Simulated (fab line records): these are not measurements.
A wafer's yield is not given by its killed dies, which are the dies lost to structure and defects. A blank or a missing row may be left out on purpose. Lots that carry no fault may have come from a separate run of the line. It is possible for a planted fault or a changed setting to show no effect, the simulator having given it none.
Split-lot study | flow gf180mcu | on a route of 602 steps: 5 lots, 23 wafers read

## ABOUT THE SPLIT
At GF_LVPWELL_COAT_02 (resist thk 3000 nm), the setting spin-rpm was moved away from the recipe's 2000 rpm on 6 of the 23 wafers read, by -4.5% to -2.1%. All remaining wafers had this setting at the recipe value.

The reading is taken at the split's own step.

## THE READING
coat_of_LVPWELL_COAT_02.thk-nm (the simulator's own value, which no gauge read), in nm, at GF_LVPWELL_COAT_02 (resist thk 3000 nm). There is no usual value for it anywhere in the file. Across the 17 wafers here that went through the recipe, the average is 3002 nm and the standard deviation 7.5 nm.

wafer  | tool, chamber at the split | spin-rpm as run, rpm | against the recipe | coat_of_LVPWELL_COAT_02.thk-nm, nm | against lot-mates on the recipe
L077.1 | litho-track-03, 0          | 2000                 | recipe             | 3000                               | -
L077.2 | litho-track-03, 0          | 2000                 | recipe             | 3002                               | -
L077.4 | litho-track-03, 0          | 2000                 | recipe             | 3009                               | -
L077.5 | litho-track-03, 0          | 2000                 | recipe             | 3004                               | -
L077.6 | litho-track-03, 0          | 2000                 | recipe             | 3008                               | -
L079.1 | litho-track-02, 0          | 1910                 | -4.5%              | 3075                               | +70
L079.2 | litho-track-02, 0          | 2000                 | recipe             | 3006                               | -
L079.3 | litho-track-02, 0          | 1910                 | -4.5%              | 3069                               | +64
L079.4 | litho-track-02, 0          | 1910                 | -4.5%              | 3067                               | +62
L079.5 | litho-track-02, 0          | 2000                 | recipe             | 3004                               | -
L080.2 | litho-track-03, 0          | 1958                 | -2.1%              | 3050                               | +38
L080.3 | litho-track-03, 0          | 2000                 | recipe             | 3012                               | -
L080.4 | litho-track-03, 0          | 2000                 | recipe             | 3012                               | -
L080.5 | litho-track-03, 0          | 1958                 | -2.1%              | 3041                               | +29
L080.6 | litho-track-03, 0          | 1958                 | -2.1%              | 3038                               | +26
L081.1 | litho-track-03, 0          | 2000                 | recipe             | 3003                               | -
L081.2 | litho-track-03, 0          | 2000                 | recipe             | 2993                               | -
L081.3 | litho-track-03, 0          | 2000                 | recipe             | 2992                               | -
L081.4 | litho-track-03, 0          | 2000                 | recipe             | 2990                               | -
L081.5 | litho-track-03, 0          | 2000                 | recipe             | 2988                               | -
L082.2 | litho-track-03, 0          | 2000                 | recipe             | 2998                               | -
L082.5 | litho-track-03, 0          | 2000                 | recipe             | 2997                               | -
L082.6 | litho-track-03, 0          | 2000                 | recipe             | 3011                               | -

THE FIT
A straight line over all 23 wafers: coat_of_LVPWELL_COAT_02.thk-nm changes by -15.9 nm for each +1% of spin-rpm; r = -0.96; the points scatter about the line by 7.8 nm.
The same after taking each lot's own level away (the mean of its wafers on the recipe; 23 wafers): -14.6 nm for each +1%; r = -0.98; scatter 4.5 nm.
Per that fit: largest spin-rpm move, reading shift of 65 nm.
The span of the lots' own levels, 2993.2 to 3012.0 nm, comes to 2.5 times the standard deviation stated above.
The two slopes are in agreement: the lot-to-lot level therefore moves the slope only a little.
Check: with one of the wafers moved furthest among these (-4.5%) left out of the fit, the line predicts +63.8 nm for it against its lot-mates. It came out at +70 nm against them.

## ADDITIONAL SPLITS CARRIED BY THESE WAFERS
Note: prior to the reading, these wafers also went through further splits. Each is held against what the fit with the lots' levels taken away leaves over:
other split on the same wafers  | wafers away from the commonest value | r with coat_of_LVPWELL_COAT_02.thk-nm (lot level and that fit taken away)
GF_STI_CVD_03 temp-c            | 10                                   | +0.01
GF_STI_ETCH_13 source-w         | 9                                    | -0.04
GF_STI_WET_ETCH_26 time-s       | 18                                   | +0.00
GF_STI_OXIDATION_29 ox-time-s   | 18                                   | -0.02
GF_DNWELL_IMPLANT_07 energy-kev | 9                                    | +0.15

## THE WHOLE CHAIN: every reading that the file lists as answering this split, in the file's order
step                | what it does       | reading                                                                         | change (the file's fit)              | r (the file's)
GF_LVPWELL_COAT_02  | resist thk 3000 nm | coat_of_LVPWELL_COAT_02.thk-nm (the simulator's own value, which no gauge read) | -14.5 nm for each +1% of the setting | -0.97
GF_LVPWELL_STRIP_10 | strips in O2/N2    | strip-time-to-endpoint-s                                                        | withheld for each +1% of the setting | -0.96

## THE FILE'S OWN FIT
coat_of_LVPWELL_COAT_02.thk-nm changes by -14.5 nm for each +1% of spin-rpm, r = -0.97.
